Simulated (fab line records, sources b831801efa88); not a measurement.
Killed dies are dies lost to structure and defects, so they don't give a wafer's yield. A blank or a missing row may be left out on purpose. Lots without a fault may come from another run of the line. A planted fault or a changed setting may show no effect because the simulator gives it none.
Which tool did it? | flow sky130 | 14 lots, 42 wafers sampled, at 5 steps of a route of 708

WHAT THE GAUGES READ, wafer by wafer
SKY_LDD_HVN_TW_MEAS_10.
lot  | measured     | on            | LDD_HVN_TW
L602 | day 20 02:32 | film_metro-02 | 1438 1436 1439
L604 | day 21 06:23 | film_metro-04 | 1453 1461 1451
L606 | day 21 19:43 | film_metro-01 | 1416 1424 1415
L607 | day 22 08:44 | film_metro-04 | 1443 1456 1442
L609 | day 23 04:49 | film_metro-02 | 1434 1429 1441
L612 | day 25 06:42 | film_metro-04 | 1437 1437 1443
L611 | day 25 07:16 | film_metro-02 | 1448 1451 1448
L615 | day 25 11:43 | film_metro-02 | 30 30 30
L614 | day 25 12:36 | film_metro-01 | 30 30 30
L618 | day 26 08:56 | film_metro-04 | 1447 1440 1446
L622 | day 27 10:53 | film_metro-01 | 1421 1424 1420
L623 | day 27 21:19 | film_metro-01 | 1423 1410 1424
L624 | day 28 04:50 | film_metro-04 | 1453 1457 1459
L625 | day 29 06:10 | film_metro-04 | 1440 1443 1440

SKY_RES_XHIGH_TW_MEAS_09.
lot  | measured     | on            | RES_XHIGH_TW
L602 | day 26 14:56 | film_metro-01 | 1619 1618 1618
L604 | day 27 12:47 | film_metro-02 | 1640 1655 1655
L606 | day 28 03:31 | film_metro-04 | 1661 1663 1660
L607 | day 28 14:34 | film_metro-02 | 1650 1657 1648
L609 | day 29 09:20 | film_metro-02 | 1657 1655 1643
L612 | day 31 07:49 | film_metro-04 | 1650 1653 1640
L611 | day 31 09:43 | film_metro-04 | 1648 1643 1647
L618 | day 32 10:46 | film_metro-02 | 1640 1644 1633
L622 | day 33 09:37 | film_metro-04 | 1629 1629 1647
L623 | day 33 19:11 | film_metro-01 | 1619 1627 1626
L624 | day 34 02:29 | film_metro-01 | 1601 1613 1607
L625 | day 35 00:46 | film_metro-02 | 1641 1646 1652

SKY_METAL1_CD_MEAS_15: target cd 140 nm.
lot  | measured     | on        | cd_nm (nm)
L602 | day 32 16:53 | cd_sem-01 | 139.1 139.7 138.9
L604 | day 33 12:15 | cd_sem-02 | 139.8 138.9 139.4
L606 | day 34 03:22 | cd_sem-01 | 137.6 138.1 137.6
L607 | day 34 13:38 | cd_sem-02 | 141.6 141.9 142.2
L609 | day 35 07:51 | cd_sem-02 | 138.4 140.5 138.2
L612 | day 37 03:22 | cd_sem-01 | 141.3 140.8 141.6
L611 | day 37 04:35 | cd_sem-02 | 139.4 139.2 140.0
L618 | day 38 03:04 | cd_sem-02 | 141.8 141.7 141.4
L622 | day 39 00:32 | cd_sem-01 | 138.3 139.3 137.7
L623 | day 39 11:45 | cd_sem-02 | 140.9 140.9 140.2
L624 | day 39 18:17 | cd_sem-02 | 137.6 138.0 138.1
L625 | day 40 15:08 | cd_sem-01 | 136.7 137.0 136.1

SKY_METAL2_THK_MEAS_06: measures by xrf.
lot  | measured     | on            | METAL2_ALCU_THK (nm)
L602 | day 33 23:22 | film_metro-04 | 244.4 243.5 242.4
L604 | day 34 18:04 | film_metro-01 | 247.5 248.7 246.6
L606 | day 35 09:14 | film_metro-04 | 246.5 245.0 249.3
L607 | day 35 18:52 | film_metro-03 | 253.6 252.0 249.7
L609 | day 36 13:07 | film_metro-01 | 250.4 249.3 255.3
L612 | day 38 08:49 | film_metro-03 | 252.8 251.9 251.7
L611 | day 38 09:46 | film_metro-01 | 255.3 252.9 255.4
L618 | day 39 06:31 | film_metro-03 | 255.5 252.8 256.4
L622 | day 40 04:43 | film_metro-03 | 253.3 251.0 253.7
L623 | day 40 15:41 | film_metro-04 | 255.1 251.2 251.7
L624 | day 40 22:08 | film_metro-04 | 252.3 251.7 248.2
L625 | day 41 17:50 | film_metro-03 | 252.6 251.0 251.3

WHICH TOOL RAN EACH LOT (tool, then ch and the chambers of the sampled wafers, then the start)
lot  | SKY_LDD_HVN_IMPLANT_08
L602 | implanter-01 ch 0, day 20 02:18
L604 | implanter-02 ch 0, day 21 06:10
L606 | implanter-02 ch 0, day 21 19:28
L607 | implanter-04 ch 0, day 22 08:29
L609 | implanter-01 ch 0, day 23 04:36
L612 | implanter-01 ch 0, day 25 06:27
L611 | implanter-04 ch 0, day 25 07:01
L615 | implanter-01, day 25 11:28
L614 | implanter-02, day 25 12:22
L618 | implanter-02 ch 0, day 26 08:41
L622 | implanter-04 ch 0, day 27 10:39
L623 | implanter-04 ch 0, day 27 21:05
L624 | implanter-02 ch 0, day 28 04:36
L625 | implanter-04 ch 0, day 29 05:55
- SKY_LDD_HVN_IMPLANT_08

WHAT THE TOOLS THEMSELVES READ (means of the sampled wafers that have a number; where no wafer has one, the mark that the record gives instead)
SKY_LDD_HVN_IMPLANT_08.
lot  | tool         | beam_energy_keV | beam_on_s (s)
L602 | implanter-01 | 59.989          | 10.09
L604 | implanter-02 | 60.022          | 9.81
L606 | implanter-02 | 59.996          | 10.13
L607 | implanter-04 | 59.999          | 10.11
L609 | implanter-01 | 59.980          | 9.77
L612 | implanter-01 | 59.968          | 9.97
L611 | implanter-04 | 59.996          | 10.02
L615 | implanter-01 | -               | -
L614 | implanter-02 | -               | -
L618 | implanter-02 | 60.009          | 9.98
L622 | implanter-04 | 60.005          | 9.95
L623 | implanter-04 | 59.971          | 10.09
L624 | implanter-02 | 59.987          | 10.07
L625 | implanter-04 | 59.998          | 10.04

THE ANSWER, worked out from the rows above alone
Rule: what is usual is taken from the lots themselves. Put in order of their means at a reading, lots are off if they are a third of the lots or fewer, leave a main group of 4 or more, and stand apart from it by a gap of 3 or more times the standard deviation of the main group's means; of several such gaps the widest counts. A main group whose means are all the same, to the digits that the tables above print for the reading, isn't used. A lot without any number at a reading at which 4 lots or more have one is off too. The other lots that the step has rows for count as sound. The gauges are gone through in route order, then the tools' own readings, and for those a lot's mean is taken as printed above. The first step at which some lot is off is used, and at that step the reading that is off furthest; a lot without a number counts as furthest.
Off: L615, L614, at SKY_LDD_HVN_TW_MEAS_10 (LDD_HVN_TW). The main group: mean 1439, standard deviation 13.
A tool fits if, at a process step before that reading, it ran every lot that is off, and no sound lot after the first of them. The gauges at SKY_LDD_HVN_TW_MEAS_10 aren't tried: what is off there is off at SKY_LDD_HVN_IMPLANT_08 too, on other tools, and a gauge's error can't cause that. None of those tried fits.

WHAT THE SIMULATOR HAD PUT IN
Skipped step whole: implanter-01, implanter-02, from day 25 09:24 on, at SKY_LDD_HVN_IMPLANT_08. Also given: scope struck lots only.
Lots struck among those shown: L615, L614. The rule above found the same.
